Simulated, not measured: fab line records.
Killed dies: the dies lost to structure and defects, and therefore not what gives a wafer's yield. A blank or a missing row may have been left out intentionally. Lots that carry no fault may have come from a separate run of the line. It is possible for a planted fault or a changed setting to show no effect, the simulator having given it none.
fab line records	flow gf180mcu
[record] lots = 5	wafers = 15	lastDay = 33
route steps=602 shown V1@359 M2@362 V2@382
lots untouched by any fault: they come from a run of this same line in which no faults occurred
startH: hours from the record's first day to the start of the lot's first wafer shown	waitH: hours since the lot's step before	" identical to the entry in the row above	L1.1+2: a row that stands for several wafers	- no value, or no start was given	* or withheld: withheld	< > ~ a bound
route shown NAME@n: a module of which the file shows steps, and the number in the route of the first	usual: the fault-free wafers' mean and standard deviation	same: alike in all rows	chamber/n: place in a boat	sites: each site's reading	_std_site: how widely they spread, as a standard deviation	_edge_site: the outer-site mean with the inner-site mean subtracted	radiusMm: how far each site lies from the wafer's centre	mask NAME#n: copy n	behind: the most recent tool/chamber to have shaped the wafer	hold: reason for holding the lot/hours on hold/outcome of the hold	device: the transistor (n, p or np) that didn't switch	end of line: tests run on the same wafers once the route is complete	a step with no rows: only its recipe	killed: the dies lost at the first sort to structure and to defects; this is not the yield of the wafer	map: a wafer's dies, x killed, . not, _ none there
set.NAME: the run value of the setting; set.NAME@STEP: its run value at that earlier step	model.NAME: the simulator's own value behind a step, which no gauge read
certain route steps with their lots: each step a table, each wafer a row
services: a tool's chamber out of use, with start hour (startH, from the record's first day; less than 0 if before it), hours out, and reason
[[steps]]
[step GF_V1_RS_MEAS_24]
[recipe] thkMeasGauge = four-point-probe	reads = W_of_V1_CVD_23+TiN_of_V1_SPUTTER_22+Ti_of_V1_SPUTTER_21
[usual] V1_W_RS = 0.3271/0.0027
lot.wafer	tool	chamber	startH	waitH	V1_W_RS[ohm/sq]
L074.2	filmMetro-03	-	405.59	0.1	0.3256
L074.4	"	-	"	"	0.3243
L074.6	"	-	"	"	0.3280
L077.1	filmMetro-02	-	430.65	0.1	0.3300
L077.2	"	-	"	"	0.3284
L077.5	"	-	"	"	0.3262
L082.1	filmMetro-02	-	499.65	0.1	0.3249
L082.2	"	-	"	"	0.3224
L082.4	"	-	"	"	0.3212
L085.1	filmMetro-03	-	525.98	0.1	0.3267
L085.2	"	-	"	"	0.3271
L085.6	"	-	"	"	0.3250
L093.3	filmMetro-03	-	585.35	0.1	0.3254
L093.5	"	-	"	"	0.3319
L093.6	"	-	"	"	0.3275
[step GF_V1_THK_MEAS_25]
[recipe] thkMeasGauge = xrf	reads = W_of_V1_CVD_23
[usual] V1_W_THK = 334/5.5
lot.wafer	tool	chamber	startH	waitH	V1_W_THK[nm]
L074.2	filmMetro-03	-	405.70	0.1	331
L074.4	"	-	"	"	331
L074.6	"	-	"	"	329
L077.1	filmMetro-02	-	430.77	0.1	336
L077.2	"	-	"	"	337
L077.5	"	-	"	"	340
L082.1	filmMetro-02	-	499.77	0.1	338
L082.2	"	-	"	"	339
L082.4	"	-	"	"	340
L085.1	filmMetro-03	-	526.10	0.1	331
L085.2	"	-	"	"	330
L085.6	"	-	"	"	333
L093.3	filmMetro-03	-	585.45	0.1	331
L093.5	"	-	"	"	323
L093.6	"	-	"	"	326
[step GF_V1_CMP_26]
[recipe] stopOn = SiO2	downForcePsi = 3.5	platenRpm = 60	tOverpolishS = 15	targetThkNm = 0	padVelocityMS = 0.94248
[usual] motorCurrentA = 11.4/1	overpolishRunS = 15.000/0.0083	timeToEndpointS = 86/3.1
lot.wafer	tool	chamber	startH	waitH	motorCurrentA	overpolishRunS	timeToEndpointS
L074.2	cmp-01	2	405.96	0.3	10.4	15.006	81
L074.4	"	3	"	"	11.6	14.991	81
L074.6	"	0	"	"	12.5	15.008	79
L077.1	cmp-02	2	430.83	0.1	10.9	14.995	89
L077.2	"	3	"	"	13.6	15.001	86
L077.5	"	3	"	"	12.6	14.999	88
L082.4	cmp-02	1	499.83	0.0	11.5	14.989	89
L082.1	"	3	"	"	13.0	15.001	86
L082.2	"	0	"	"	10.3	14.997	83
L085.2	cmp-01	0	526.26	0.1	12.4	14.988	84
L085.1	"	1	"	"	10.4	15.012	87
L085.6	"	2	"	"	10.3	14.997	83
L093.3	cmp-02	3	585.54	0.1	12.6	15.002	86
L093.5	"	2	"	"	11.2	14.998	87
L093.6	"	3	"	"	12.6	15.004	89
[step GF_M2_SPUTTER_00]
[recipe] material = Ti	targetThkNm = 37.5	arrivingIonEnergyEv = 80	substrateTempC = 200	chamberPressurePa = 2	powerW = 4000	timeS = 150
[usual] throttleValvePct = 29.8/1.3
lot.wafer	tool	chamber	startH	waitH	throttleValvePct
L074.2	pvdSputter-03	-	406.16	0.1	31.0
L074.4	"	-	"	"	29.8
L074.6	"	-	"	"	29.7
L077.1	pvdSputter-04	-	431.13	0.2	28.4
L077.2	"	-	"	"	30.4
L077.5	"	-	"	"	30.0
L082.1	pvdSputter-03	-	500.13	0.1	30.4
L082.2	"	-	"	"	31.4
L082.4	"	-	"	"	27.7
L085.1	pvdSputter-04	-	526.46	0.1	31.0
L085.2	"	-	"	"	31.5
L085.6	"	-	"	"	30.1
L093.3	pvdSputter-04	-	585.79	0.2	31.3
L093.5	"	-	"	"	28.8
L093.6	"	-	"	"	31.8
[step GF_M2_SPUTTER_01]
[recipe] material = TiN	targetThkNm = 30	powerW = 6500	timeS = 25	chamberPressurePa = 0.4
[usual] throttleValvePct = 29.8/1.3
lot.wafer	tool	chamber	startH	waitH	throttleValvePct
L074.2	pvdSputter-03	-	406.26	0.1	31.1
L074.4	"	-	"	"	29.8
L074.6	"	-	"	"	29.9
L077.1	pvdSputter-04	-	431.23	0.1	28.7
L077.2	"	-	"	"	30.2
L077.5	"	-	"	"	30.2
L082.1	pvdSputter-03	-	500.23	0.1	30.3
L082.2	"	-	"	"	31.0
L082.4	"	-	"	"	28.2
L085.1	pvdSputter-04	-	526.56	0.1	31.1
L085.2	"	-	"	"	31.6
L085.6	"	-	"	"	30.0
L093.3	pvdSputter-04	-	585.89	0.1	31.0
L093.5	"	-	"	"	28.8
L093.6	"	-	"	"	31.6
[step GF_M2_SPUTTER_02]
[recipe] material = AlCu	targetThkNm = 450	powerW = 10600	timeS = 23.9	chamberPressurePa = 0.4
[usual] throttleValvePct = 29.8/1.3
lot.wafer	tool	chamber	startH	waitH	throttleValvePct
L074.2	pvdSputter-03	-	406.29	0.0	31.3
L074.4	"	-	"	"	29.7
L074.6	"	-	"	"	29.7
L077.1	pvdSputter-04	-	431.26	0.0	28.6
L077.2	"	-	"	"	30.1
L077.5	"	-	"	"	29.8
L082.1	pvdSputter-03	-	500.26	0.0	30.4
L082.2	"	-	"	"	31.1
L082.4	"	-	"	"	27.9
L085.1	pvdSputter-04	-	526.59	0.0	31.3
L085.2	"	-	"	"	31.6
L085.6	"	-	"	"	29.8
L093.3	pvdSputter-04	-	585.92	0.0	31.3
L093.5	"	-	"	"	28.6
L093.6	"	-	"	"	31.6
[step GF_M2_SPUTTER_03]
[recipe] material = Ti	targetThkNm = 10	substrateTempC = 300	chamberPressurePa = 0.3	powerW = 3000	timeS = 6.7
[usual] throttleValvePct = 29.8/1.2
lot.wafer	tool	chamber	startH	waitH	throttleValvePct
L074.2	pvdSputter-03	-	406.32	0.0	31.2
L074.4	"	-	"	"	29.5
L074.6	"	-	"	"	29.6
L077.1	pvdSputter-04	-	431.29	0.0	28.7
L077.2	"	-	"	"	30.2
L077.5	"	-	"	"	30.0
L082.1	pvdSputter-03	-	500.29	0.0	30.5
L082.2	"	-	"	"	31.1
L082.4	"	-	"	"	27.7
L085.1	pvdSputter-04	-	526.62	0.0	31.2
L085.2	"	-	"	"	31.7
L085.6	"	-	"	"	30.0
L093.3	pvdSputter-04	-	585.95	0.0	31.1
L093.5	"	-	"	"	28.7
L093.6	"	-	"	"	31.8
[step GF_M2_SPUTTER_04]
[recipe] material = TiN	targetThkNm = 50	powerW = 6500	timeS = 41.7	chamberPressurePa = 0.4
[usual] throttleValvePct = 29.8/1.2
lot.wafer	tool	chamber	startH	waitH	throttleValvePct
L074.2	pvdSputter-03	-	406.34	0.0	31.4
L074.4	"	-	"	"	29.8
L074.6	"	-	"	"	29.7
L077.1	pvdSputter-04	-	431.31	0.0	28.6
L077.2	"	-	"	"	30.0
L077.5	"	-	"	"	30.1
L082.1	pvdSputter-03	-	500.31	0.0	30.7
L082.2	"	-	"	"	31.3
L082.4	"	-	"	"	27.9
L085.1	pvdSputter-04	-	526.64	0.0	31.0
L085.2	"	-	"	"	31.9
L085.6	"	-	"	"	30.0
L093.3	pvdSputter-04	-	585.97	0.0	31.2
L093.5	"	-	"	"	28.6
L093.6	"	-	"	"	31.8
[step GF_M2_RS_MEAS_05]
[recipe] thkMeasGauge = four-point-probe	reads = TiN_of_M2_SPUTTER_04+Ti_of_M2_SPUTTER_03+AlCu_of_M2_SPUTTER_02+TiN_of_M2_SPUTTER_01+Ti_of_M2_SPUTTER_00
[usual] M2_ALCU_RS = 0.0693/0.00068
lot.wafer	tool	chamber	startH	waitH	M2_ALCU_RS[ohm/sq]
L074.2	filmMetro-02	-	406.40	0.0	0.0704
L074.4	"	-	"	"	0.0693
L074.6	"	-	"	"	0.0697
L077.1	filmMetro-01	-	431.35	0.0	0.0692
L077.2	"	-	"	"	0.0689
L077.5	"	-	"	"	0.0686
L082.1	filmMetro-02	-	500.35	0.0	0.0701
L082.2	"	-	"	"	0.0705
L082.4	"	-	"	"	0.0707
L085.1	filmMetro-03	-	526.68	0.0	0.0690
L085.2	"	-	"	"	0.0687
L085.6	"	-	"	"	0.0689
L093.3	filmMetro-03	-	586.05	0.1	0.0688
L093.5	"	-	"	"	0.0687
L093.6	"	-	"	"	0.0683
[step GF_M2_THK_MEAS_06]
[recipe] thkMeasGauge = xrf	reads = AlCu_of_M2_SPUTTER_02
[usual] M2_ALCU_THK = 449/4.5
lot.wafer	tool	chamber	startH	waitH	M2_ALCU_THK[nm]
L074.2	filmMetro-02	-	406.51	0.1	450
L074.4	"	-	"	"	453
L074.6	"	-	"	"	453
L077.1	filmMetro-01	-	431.47	0.1	454
L077.2	"	-	"	"	451
L077.5	"	-	"	"	455
L082.1	filmMetro-02	-	500.47	0.1	445
L082.2	"	-	"	"	445
L082.4	"	-	"	"	442
L085.1	filmMetro-03	-	526.80	0.1	450
L085.2	"	-	"	"	451
L085.6	"	-	"	"	449
L093.3	filmMetro-03	-	586.15	0.1	450
L093.5	"	-	"	"	449
L093.6	"	-	"	"	452
[step GF_M2_DEHYDRATE_07]
[recipe] tempC = 200	timeS = 60
[usual] chillPlateTempC = 23.00/0.092	plateTempC = 200.00/0.16
lot.wafer	tool	chamber	startH	waitH	chillPlateTempC	plateTempC
L074.2	lithoTrack-03	0	417.90	11.4	23.09	199.94
L074.4	"	0	"	"	23.10	200.24
L074.6	"	0	"	"	23.13	200.09
L077.1	lithoTrack-03	0	442.87	11.4	23.05	200.04
L077.2	"	0	"	"	23.07	199.80
L077.5	"	0	"	"	23.18	199.99
L082.1	lithoTrack-02	0	511.46	11.0	23.07	199.95
L082.2	"	0	"	"	23.02	199.94
L082.4	"	0	"	"	23.04	200.20
L085.1	lithoTrack-02	0	537.41	10.6	22.96	199.93
L085.2	"	0	"	"	23.08	199.91
L085.6	"	0	"	"	23.07	200.02
L093.3	lithoTrack-02	0	596.51	10.4	22.88	200.05
L093.5	"	0	"	"	22.98	199.80
L093.6	"	0	"	"	22.95	199.78
[step GF_M2_HMDS_08]
[recipe] primeTimeS = 60	primeTempC = 120
[usual] chillPlateTempC = 22.96/0.11
lot.wafer	tool	chamber	startH	waitH	chillPlateTempC
L074.2	lithoTrack-03	0	418.05	0.1	22.82
L074.4	"	0	"	"	22.77
L074.6	"	0	"	"	22.78
L077.1	lithoTrack-03	0	443.02	0.1	22.98
L077.2	"	0	"	"	22.85
L077.5	"	0	"	"	22.80
L082.1	lithoTrack-02	0	511.61	0.1	22.94
L082.2	"	0	"	"	23.06
L082.4	"	0	"	"	22.97
L085.1	lithoTrack-02	0	537.56	0.1	22.84
L085.2	"	0	"	"	22.92
L085.6	"	0	"	"	22.78
L093.3	lithoTrack-02	0	596.66	0.1	22.97
L093.5	"	0	"	"	22.60
L093.6	"	0	"	"	22.75
[step GF_M2_COAT_09]
[recipe] resist = KrF	spinRpm = withheld	resistThkNm = 981.7
[usual] chillPlateTempC = 23.00/0.09
lot.wafer	tool	chamber	startH	waitH	chillPlateTempC
L074.2	lithoTrack-03	0	418.20	0.1	23.00
L074.4	"	0	"	"	23.11
L074.6	"	0	"	"	23.00
L077.1	lithoTrack-03	0	443.17	0.1	23.06
L077.2	"	0	"	"	23.03
L077.5	"	0	"	"	23.15
L082.1	lithoTrack-02	0	511.76	0.1	22.86
L082.2	"	0	"	"	23.00
L082.4	"	0	"	"	23.07
L085.1	lithoTrack-02	0	537.71	0.1	22.92
L085.2	"	0	"	"	22.99
L085.6	"	0	"	"	22.89
L093.3	lithoTrack-02	0	596.81	0.1	23.14
L093.5	"	0	"	"	22.95
L093.6	"	0	"	"	23.04
[step GF_M2_SOFTBAKE_10]
[recipe] tempC = 130	timeS = 60	resist = KrF
[usual] chillPlateTempC = 23.02/0.1	plateTempC = 130.02/0.13
lot.wafer	tool	chamber	startH	waitH	chillPlateTempC	plateTempC
L074.2	lithoTrack-03	0	418.35	0.1	22.99	129.85
L074.4	"	0	"	"	23.00	129.94
L074.6	"	0	"	"	23.07	130.09
L077.1	lithoTrack-03	0	443.32	0.1	22.91	129.78
L077.2	"	0	"	"	22.96	129.73
L077.5	"	0	"	"	22.88	129.82
L082.1	lithoTrack-02	0	511.91	0.1	23.01	130.04
L082.2	"	0	"	"	23.08	130.03
L082.4	"	0	"	"	23.06	130.12
L085.1	lithoTrack-02	0	537.86	0.1	23.01	130.14
L085.2	"	0	"	"	22.96	130.00
L085.6	"	0	"	"	23.10	130.01
L093.3	lithoTrack-02	0	596.96	0.1	23.00	130.04
L093.5	"	0	"	"	22.98	130.03
L093.6	"	0	"	"	23.06	130.09
[step GF_M2_EXPOSE_11]
[recipe] maskId = Metal2	targetCdNm = 280	na = 0.68	sourceShape = conventional	sigmaOuter = 0.6	doseMj = 28
lot.wafer	tool	chamber	startH	waitH	mask
L074.2+4+6	krfScanner-02	0	-	-	Metal2#0
L077.1+2+5	krfScanner-02	0	-	-	Metal2#0
L082.1+2+4	krfScanner-02	0	-	-	Metal2#0
L085.1+2+6	krfScanner-01	0	-	-	Metal2#0
L093.3+5+6	krfScanner-02	0	-	-	Metal2#0
[step GF_M2_PEB_12]
[recipe] pebTempC = 135	pebTimeS = 90	resist = KrF
[usual] chillPlateTempC = 23.01/0.11	plateTempC = 135.01/0.13
lot.wafer	tool	chamber	startH	waitH	chillPlateTempC	plateTempC
L074.2	lithoTrack-03	0	-	-	23.06	135.13
L074.4	"	0	"	"	22.92	135.01
L074.6	"	0	"	"	22.87	135.18
L077.1	lithoTrack-02	0	-	-	22.90	134.95
L077.2	"	0	"	"	22.85	134.83
L077.5	"	0	"	"	23.14	135.09
L082.1	lithoTrack-01	0	-	-	22.96	134.93
L082.2	"	0	"	"	22.98	135.14
L082.4	"	0	"	"	22.80	135.24
L085.1	lithoTrack-01	0	-	-	23.10	135.04
L085.2	"	0	"	"	23.22	134.89
L085.6	"	0	"	"	23.07	134.96
L093.3	lithoTrack-01	0	-	-	23.26	135.04
L093.5	"	0	"	"	23.13	135.10
L093.6	"	0	"	"	23.04	135.08
[step GF_M2_DEVELOP_13]
[recipe] developTimeS = 60	devTempC = 21
[usual] chillPlateTempC = 23.01/0.11
lot.wafer	tool	chamber	startH	waitH	chillPlateTempC
L074.2	lithoTrack-03	0	429.85	0.2	22.90
L074.4	"	0	"	"	22.79
L074.6	"	0	"	"	22.94
L077.1	lithoTrack-02	0	455.56	0.2	23.04
L077.2	"	0	"	"	22.94
L077.5	"	0	"	"	23.12
L082.1	lithoTrack-01	0	523.42	0.2	22.96
L082.2	"	0	"	"	23.01
L082.4	"	0	"	"	22.92
L085.1	lithoTrack-01	0	549.77	0.2	22.96
L085.2	"	0	"	"	22.96
L085.6	"	0	"	"	22.93
L093.3	lithoTrack-01	0	607.47	0.1	22.85
L093.5	"	0	"	"	23.09
L093.6	"	0	"	"	23.03
[step GF_M2_CD_MEAS_14]
[recipe] targetCdNm = 280
[usual] cdNm = 280.1/1.2
lot.wafer	tool	chamber	startH	waitH	cdNm
L074.2	cdSem-02	-	429.99	0.1	278.5
L074.4	"	-	"	"	278.8
L074.6	"	-	"	"	279.0
L077.1	cdSem-02	-	455.71	0.1	280.2
L077.2	"	-	"	"	280.2
L077.5	"	-	"	"	279.5
L082.1	cdSem-02	-	523.57	0.1	280.6
L082.2	"	-	"	"	281.9
L082.4	"	-	"	"	281.8
L085.1	cdSem-02	-	549.92	0.1	280.5
L085.2	"	-	"	"	280.0
L085.6	"	-	"	"	280.2
L093.3	cdSem-02	-	607.61	0.1	279.6
L093.5	"	-	"	"	279.4
L093.6	"	-	"	"	279.0
[step GF_M2_OVL_MEAS_15]
[usual] M2_OVL = -2/5.1
lot.wafer	tool	chamber	startH	waitH	M2_OVL[nm]
L074.2	overlay-01	-	430.10	0.1	-3
L074.4	"	-	"	"	-5
L074.6	"	-	"	"	-11
L077.1	overlay-01	-	455.83	0.1	-5
L077.2	"	-	"	"	2
L077.5	"	-	"	"	2
L082.1	overlay-02	-	523.69	0.1	8
L082.2	"	-	"	"	7
L082.4	"	-	"	"	2
L085.1	overlay-01	-	550.04	0.1	-5
L085.2	"	-	"	"	-5
L085.6	"	-	"	"	-4
L093.3	overlay-02	-	607.70	0.1	0
L093.5	"	-	"	"	-7
L093.6	"	-	"	"	1
[step GF_M2_METAL_ETCH_16]
[recipe] chemistry = Cl2/BCl3	maskMaterial = KrF	targetDepthNm = 627.5	stopOn = SiO2	pressureMtorr = 8	icpW = 800	biasW = 140	Cl2_flow_sccm = 80	bcl3FlowSccm = 40	timeS = 104.6
[usual] bcl3FlowSccm = 40.03/0.13	drypumpMotorCurrentA = 5.9/0.37	oesProductAu = 0.974/0.0059	rfFwdPowerW = 795.1/2.4	throttleValvePct = 28.248/0.0093
lot.wafer	tool	chamber	startH	waitH	bcl3FlowSccm	drypumpMotorCurrentA	oesProductAu	rfFwdPowerW	rfHoursCounterH	throttleValvePct
L074.2	rieMetal-03	1	430.13	0.0	40.13	6.3	0.978	795.7	8	28.253
L074.4	"	1	"	"	40.10	6.4	0.979	794.2	-	28.249
L074.6	"	1	"	"	40.27	6.4	0.977	796.6	-	28.246
L077.1	rieMetal-03	1	455.87	0.0	40.17	6.3	0.967	792.1	9	28.249
L077.2	"	1	"	"	40.13	6.4	0.977	792.9	-	28.235
L077.5	"	1	"	"	40.22	6.4	0.966	792.5	-	28.258
L082.1	rieMetal-03	1	523.73	0.0	40.03	6.4	0.969	794.7	11	28.252
L082.2	"	0	"	"	40.14	5.8	0.968	794.8	1	28.263
L082.4	"	1	"	"	40.10	6.3	0.971	790.8	-	28.257
L085.1	rieMetal-03	0	550.08	0.0	40.18	5.7	0.972	799.6	2	28.266
L085.2	"	1	"	"	40.02	6.3	0.975	794.4	11	28.245
L085.6	"	1	"	"	39.90	6.3	0.973	795.9	-	28.250
L093.3	rieMetal-02	0	607.78	0.1	39.87	5.8	0.971	795.0	-	28.231
L093.5	"	1	"	"	40.10	5.3	0.970	794.3	-	28.248
L093.6	"	0	"	"	40.02	5.8	0.975	794.2	-	28.252
[step GF_M2_STRIP_17]
[recipe] chemistry = O2/N2	powerW = 1400	pressureMtorr = 1500	platenTempC = 250	o2FlowSccm = 3000	n2FlowSccm = 300	overashFraction = 0.5
[usual] drypumpMotorCurrentA = 5.9/0.44	heaterPowerW = 360/20	oesProductAu = 0.550/0.0048	stripTimeToEndpointS = 7.69/0.035
lot.wafer	tool	chamber	startH	waitH	drypumpMotorCurrentA	heaterPowerW	oesProductAu	rfHoursCounterH	stripTimeToEndpointS
L074.2	plasmaAsher-01	1	430.28	0.1	5.6	360	0.552	0	7.69
L074.4	"	1	"	"	5.6	366	0.537	-	7.66
L074.6	"	0	"	"	6.4	386	0.551	-	7.66
L077.1	plasmaAsher-01	0	456.17	0.2	6.5	379	0.553	3	7.71
L077.2	"	1	"	"	5.7	362	0.545	3	7.67
L077.5	"	1	"	"	5.7	376	0.555	-	7.67
L082.1	plasmaAsher-02	0	523.84	0.1	5.2	360	0.555	42	7.64
L082.2	"	1	"	"	6.0	349	0.552	42	7.67
L082.4	"	1	"	"	6.1	371	0.545	-	7.64
L085.1	plasmaAsher-02	0	550.19	0.1	5.2	366	0.553	44	7.71
L085.2	"	1	"	"	6.1	353	0.547	44	7.73
L085.6	"	0	"	"	5.2	371	0.547	-	7.69
L093.3	plasmaAsher-02	1	607.91	0.1	6.0	354	0.555	-	7.76
L093.5	"	1	"	"	6.0	355	0.557	-	7.78
L093.6	"	0	"	"	5.2	356	0.561	-	7.77
[step GF_M2_STRIP_18]
[recipe] chemistry = postEtchResidueRemover	timeS = 1200	tempC = 72.5
[usual] bathHeatDutyPct = 13.5/1.4
lot.wafer	tool	chamber	startH	waitH	bathHeatDutyPct
L074.2	wetBench-03	1	430.38	0.1	11.5
L074.4	"	1	"	"	10.7
L074.6	"	1	"	"	11.7
L077.1	wetBench-02	3	456.27	0.1	14.3
L077.2	"	3	"	"	12.8
L077.5	"	3	"	"	14.8
L082.1	wetBench-04	3	523.94	0.1	13.4
L082.2	"	3	"	"	13.1
L082.4	"	3	"	"	15.1
L085.1	wetBench-03	3	550.29	0.1	12.9
L085.2	"	3	"	"	12.4
L085.6	"	3	"	"	13.2
L093.3	wetBench-02	0	607.98	0.0	14.5
L093.5	"	0	"	"	14.9
L093.6	"	0	"	"	14.5
[step GF_M2_CLEAN_19]
[recipe] chemistry = DIW	dry = n2Spin
lot.wafer	tool	chamber	startH	waitH
L074.2+4+6	wetBench-03	1	430.72	0.0
L077.1+2+5	wetBench-03	2	456.61	0.0
L082.1+2+4	wetBench-03	0	524.28	0.0
L085.1+2+6	wetBench-02	1	550.63	0.0
L093.3+5+6	wetBench-04	0	608.38	0.0
[step GF_V2_CVD_00]
[recipe] material = SiO2	targetThkNm = 600	sigmaOpenFrac = 0.3	tempC = 400	timeS = 100	sih4FlowSccm = 60	pressureMtorr = 6
lot.wafer	tool	chamber	startH	waitH
L074.2+4+6	hdpcvd-01	0,1,0	430.81	0.0
L077.1+2+5	hdpcvd-01	1,0,0	456.71	0.0
L082.1+2+4	hdpcvd-02	2,0,1	524.37	0.0
L085.1+2+6	hdpcvd-01	2,1,0	550.72	0.0
L093.3+5+6	hdpcvd-01	1,0,2	608.47	0.0
[step GF_V2_THK_MEAS_01]
[recipe] reads = SiO2_of_V2_CVD_00
[usual] V2_CVD_00_THK = 598/6.5
lot.wafer	tool	chamber	startH	waitH	V2_CVD_00_THK[nm]
L074.2	filmMetro-01	-	430.89	0.0	600
L074.4	"	-	"	"	600
L074.6	"	-	"	"	599
L077.1	filmMetro-02	-	456.78	0.0	614
L077.2	"	-	"	"	609
L077.5	"	-	"	"	609
L082.1	filmMetro-04	-	524.45	0.0	598
L082.2	"	-	"	"	604
L082.4	"	-	"	"	602
L085.1	filmMetro-01	-	550.79	0.0	596
L085.2	"	-	"	"	598
L085.6	"	-	"	"	593
L093.3	filmMetro-01	-	608.57	0.1	608
L093.5	"	-	"	"	603
L093.6	"	-	"	"	603
[step GF_V2_CVD_02]
[recipe] material = SiO2	targetThkNm = 850	precursor = TEOS	tempC = 400	timeS = 94.851	rfW = 600
[usual] heaterPowerW = 679/96	rfFwdPowerW = 596.1/2.4
lot.wafer	tool	chamber	startH	waitH	heaterPowerW	rfFwdPowerW
L074.2	pecvd-01	1	430.94	0.0	707	593.6
L074.4	"	0	"	"	619	590.2
L074.6	"	1	"	"	730	592.7
L077.1	pecvd-01	2	456.84	0.1	696	599.4
L077.2	"	0	"	"	517	595.2
L077.5	"	0	"	"	561	597.8
L082.1	pecvd-01	0	524.51	0.1	560	596.4
L082.2	"	1	"	"	747	593.3
L082.4	"	0	"	"	594	597.3
L085.1	pecvd-02	0	550.85	0.1	663	596.3
L085.2	"	1	"	"	646	600.5
L085.6	"	0	"	"	522	595.3
L093.3	pecvd-02	0	608.61	0.0	578	596.9
L093.5	"	1	"	"	667	595.9
L093.6	"	0	"	"	637	599.2
[step GF_V2_THK_MEAS_03]
[recipe] reads = SiO2_of_V2_CVD_02
[usual] V2_CVD_02_THK = 852/11
lot.wafer	tool	chamber	startH	waitH	V2_CVD_02_THK[nm]
L074.2	filmMetro-02	-	431.02	0.0	845
L074.4	"	-	"	"	861
L074.6	"	-	"	"	870
L077.1	filmMetro-01	-	456.91	0.0	836
L077.2	"	-	"	"	841
L077.5	"	-	"	"	855
L082.1	filmMetro-02	-	524.57	0.0	844
L082.2	"	-	"	"	852
L082.4	"	-	"	"	856
L085.1	filmMetro-02	-	550.93	0.0	839
L085.2	"	-	"	"	835
L085.6	"	-	"	"	861
L093.3	filmMetro-04	-	608.70	0.1	846
L093.5	"	-	"	"	856
L093.6	"	-	"	"	864
[step GF_V2_CMP_04]
[recipe] material = SiO2	downForcePsi = 4	platenRpm = 60	padVelocityMS = 0.94248
[usual] motorCurrentA = 12.2/1.1	timeToEndpointS = 83/4.8
lot.wafer	tool	chamber	startH	waitH	motorCurrentA	timeToEndpointS
L074.2	cmp-01	3	431.17	0.1	12.9	80
L074.4	"	0	"	"	13.3	83
L074.6	"	1	"	"	11.3	90
L077.1	cmp-01	2	457.07	0.1	10.7	74
L077.2	"	3	"	"	12.5	77
L077.5	"	0	"	"	13.6	79
L082.2	cmp-01	0	524.63	0.0	13.2	80
L082.1	"	2	"	"	11.3	80
L082.4	"	3	"	"	12.5	82
L085.2	cmp-02	3	550.99	0.0	14.0	81
L085.1	"	2	"	"	11.8	83
L085.6	"	0	"	"	11.4	92
L093.3	cmp-02	0	608.74	0.0	11.3	83
L093.5	"	0	"	"	11.6	87
L093.6	"	1	"	"	11.7	90
[step GF_V2_BOW_MEAS_05]
[recipe] mode = bow
[usual] V2_BOW = 99/8
lot.wafer	tool	chamber	startH	waitH	V2_BOW[um]
L074.2	filmMetro-02	-	431.39	0.2	96
L074.4	"	-	"	"	98
L074.6	"	-	"	"	98
L077.1	filmMetro-01	-	457.27	0.1	113
L077.2	"	-	"	"	99
L077.5	"	-	"	"	91
L082.1	filmMetro-02	-	524.93	0.1	87
L082.2	"	-	"	"	87
L082.4	"	-	"	"	93
L085.1	filmMetro-04	-	551.29	0.1	103
L085.2	"	-	"	"	93
L085.6	"	-	"	"	98
L093.3	filmMetro-01	-	609.08	0.3	98
L093.5	"	-	"	"	103
L093.6	"	-	"	"	101
[step GF_V2_DEHYDRATE_06]
[recipe] tempC = 200	timeS = 60
[usual] chillPlateTempC = 23.01/0.13	plateTempC = 199.98/0.16
lot.wafer	tool	chamber	startH	waitH	chillPlateTempC	plateTempC
L074.2	lithoTrack-01	0	443.15	11.7	22.95	200.10
L074.4	"	0	"	"	23.02	200.08
L074.6	"	0	"	"	22.96	199.91
L077.1	lithoTrack-04	0	468.85	11.6	23.31	199.92
L077.2	"	0	"	"	23.08	199.87
L077.5	"	0	"	"	23.11	199.65
L082.1	lithoTrack-02	0	535.66	10.7	22.97	200.03
L082.2	"	0	"	"	23.04	199.95
L082.4	"	0	"	"	22.94	200.04
L085.1	lithoTrack-04	0	561.45	10.1	23.00	199.96
L085.2	"	0	"	"	23.21	199.85
L085.6	"	0	"	"	23.09	199.88
L093.3	lithoTrack-02	0	618.66	9.6	23.12	199.99
L093.5	"	0	"	"	23.01	199.80
L093.6	"	0	"	"	23.24	200.00
[step GF_V2_HMDS_07]
[recipe] primeTimeS = 60	primeTempC = 120
[usual] chillPlateTempC = 23.00/0.12
lot.wafer	tool	chamber	startH	waitH	chillPlateTempC
L074.2	lithoTrack-01	0	443.30	0.1	23.17
L074.4	"	0	"	"	23.00
L074.6	"	0	"	"	23.02
L077.1	lithoTrack-04	0	469.00	0.1	22.91
L077.2	"	0	"	"	22.99
L077.5	"	0	"	"	23.13
L082.1	lithoTrack-02	0	535.81	0.1	23.13
L082.2	"	0	"	"	22.95
L082.4	"	0	"	"	23.04
L085.1	lithoTrack-04	0	561.60	0.1	23.29
L085.2	"	0	"	"	22.98
L085.6	"	0	"	"	23.11
L093.3	lithoTrack-02	0	618.81	0.1	23.06
L093.5	"	0	"	"	22.87
L093.6	"	0	"	"	23.01
[step GF_V2_COAT_08]
[recipe] resist = BARC	tempC = withheld	timeS = withheld	spinRpm = withheld	resistThkNm = withheld
[usual] chillPlateTempC = *
lot.wafer	tool	chamber	startH	waitH	chillPlateTempC
L074.2	lithoTrack-01	0	443.45	0.1	*
L074.4	"	0	"	"	*
L074.6	"	0	"	"	*
L077.1	lithoTrack-04	0	469.15	0.1	*
L077.2	"	0	"	"	*
L077.5	"	0	"	"	*
L082.1	lithoTrack-02	0	535.96	0.1	*
L082.2	"	0	"	"	*
L082.4	"	0	"	"	*
L085.1	lithoTrack-04	0	561.75	0.1	*
L085.2	"	0	"	"	*
L085.6	"	0	"	"	*
L093.3	lithoTrack-02	0	618.96	0.1	*
L093.5	"	0	"	"	*
L093.6	"	0	"	"	*
[[services]]
tool	chamber	startH	hours	kind
pvdSputter-04	-	393.93	2.9	repair
cmp-02	-	404.00	4.0	pm
cmp-01	-	418.17	1.9	repair
krfScanner-02	-	432.88	1.3	pm
pvdSputter-04	-	434.80	4.6	repair
cmp-01	-	442.34	1.8	repair
krfScanner-02	-	446.32	0.8	pm
wetBench-03	-	447.29	1.5	repair
pvdSputter-04	-	459.30	3.5	repair
krfScanner-02	-	485.76	0.2	repair
wetBench-03	-	504.39	3.5	repair
hdpcvd-01	-	515.76	1.0	repair
krfScanner-02	-	525.42	53.2	repair
wetBench-03	-	544.07	1.9	pm
rieMetal-03	-	545.33	0.5	repair
cmp-01	-	550.22	15.7	pm
pvdSputter-03	-	561.38	0.7	repair
cmp-01	-	565.93	4.1	pm
cmp-01	-	572.00	4.0	pm
krfScanner-02	-	578.58	1.0	pm
krfScanner-02	-	579.58	11.6	pm
cmp-01	-	585.55	32.8	repair
cmp-02	-	588.57	2.1	repair
cmp-01	-	618.35	7.0	pm
[[key]]
fault none
